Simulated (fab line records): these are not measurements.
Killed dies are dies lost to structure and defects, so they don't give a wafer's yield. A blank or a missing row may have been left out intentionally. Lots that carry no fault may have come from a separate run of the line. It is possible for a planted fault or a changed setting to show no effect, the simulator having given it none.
Tool commonality check -- flow gf180mcu -- Lots sampled 11, wafers sampled 39

## WHAT PROMPTED THE OPENING
2 of 11 lots carry a flag on the reading POLY_GATE_CVD_00_THK at GF_POLY_GATE_THK_MEAS_01. Fault-free wafers read 199.5 nm, with a standard deviation of 1.7.
Rule: a lot is flagged when every wafer of it that has a number lies more than 4 standard deviations from that mean, or none has a number. The other lots count as sound.

lot,measured,on,"POLY_GATE_CVD_00_THK (nm), wafer by wafer",flag
L187,day 9 03:54,film_metro-04,203.0 202.3 201.7,
L188,day 9 08:49,film_metro-04,198.1 199.0 197.7,
L190,day 9 19:10,film_metro-02,198.2 198.7 198.8,
L192,day 10 12:15,film_metro-04,201.6 202.2 202.6,
L194,day 11 00:42,film_metro-01,198.8 200.1 199.9,
L197,day 11 19:54,film_metro-02,201.8 201.5 201.2,
L198,day 12 03:10,film_metro-04,201.5 200.7 199.5,
L199,day 12 08:02,film_metro-02,200.0 199.4 198.3,
L200,day 12 16:04,film_metro-02,138.6 138.7 138.8 138.5 138.8 138.8,FLAGGED
L201,day 13 01:38,film_metro-04,142.7 141.5 142.2 142.8 141.4 142.2,FLAGGED
L205,day 14 03:39,film_metro-01,199.7 197.6 198.3,
The mean of the flagged lots' numbers is 140.4 nm, -59.1 nm from the usual (-35 standard deviations).

## LOT BY LOT: THE TOOL USED
The record holds 1 process step before the reading, out of a route of 602 steps. In each cell: the tool, then ch and the chambers that the sampled wafers went through, then the start.
lot,flag,GF_POLY_GATE_CVD_00
L187,,"lpcvd-01 ch 0, day 9 02:34"
L188,,"lpcvd-02 ch 1, day 9 07:28"
L190,,"lpcvd-02 ch 0, day 9 17:49"
L192,,"lpcvd-01 ch 0, day 10 10:55"
L194,,"lpcvd-02 ch 0, day 10 22:42"
L197,,"lpcvd-02 ch 0, day 11 18:34"
L198,,"lpcvd-01 ch 0, day 12 01:49"
L199,,"lpcvd-01 ch 1, day 12 06:42"
L200,FLAGGED,"lpcvd-02 ch 1, day 12 14:43"
L201,FLAGGED,"lpcvd-02 ch 1, day 13 00:18"
L205,,"lpcvd-01 ch 1, day 14 02:19"
What the steps here do:
- GF_POLY_GATE_CVD_00: deposits poly-Si, target thk 200 nm, time 1200 s.
- GF_POLY_GATE_THK_MEAS_01

## FLAGGED OVER TOTAL, TOOL BY TOOL (the gauges that took the reading come last)
step,tool,lots run,flagged,share of the flagged lots,sound lots run after its first flagged lot
GF_POLY_GATE_CVD_00,lpcvd-01,5,0,none,-
GF_POLY_GATE_CVD_00,lpcvd-02,6,2,all,0
GF_POLY_GATE_THK_MEAS_01,film_metro-01,2,0,none,-
GF_POLY_GATE_THK_MEAS_01,film_metro-02,4,1,some,0
GF_POLY_GATE_THK_MEAS_01,film_metro-04,5,1,some,0

## WHAT THE TABLE ALLOWS
All flagged lots share 1 row of the table, namely lpcvd-02 at GF_POLY_GATE_CVD_00.
- lpcvd-02 at GF_POLY_GATE_CVD_00 ran 6 lots, 2 of them flagged. It ran its last sound lot, L197, at day 11 18:34 and its first flagged lot, L200, at day 12 14:43: a fault with its onset between the two fits. Its own readings (pressure_mtorr) fall more than 4 standard deviations out on all wafers of the flagged lots.
lpcvd-02 at GF_POLY_GATE_CVD_00 is the single tool remaining.

## WHAT THE SIMULATOR PUT IN
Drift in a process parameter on lpcvd-02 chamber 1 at GF_POLY_GATE_CVD_00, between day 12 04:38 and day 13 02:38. Setting pressure_mtorr shifted by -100 from 200. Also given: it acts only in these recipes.
Struck lots among those shown: L200, L201. The same result came from the rule above.
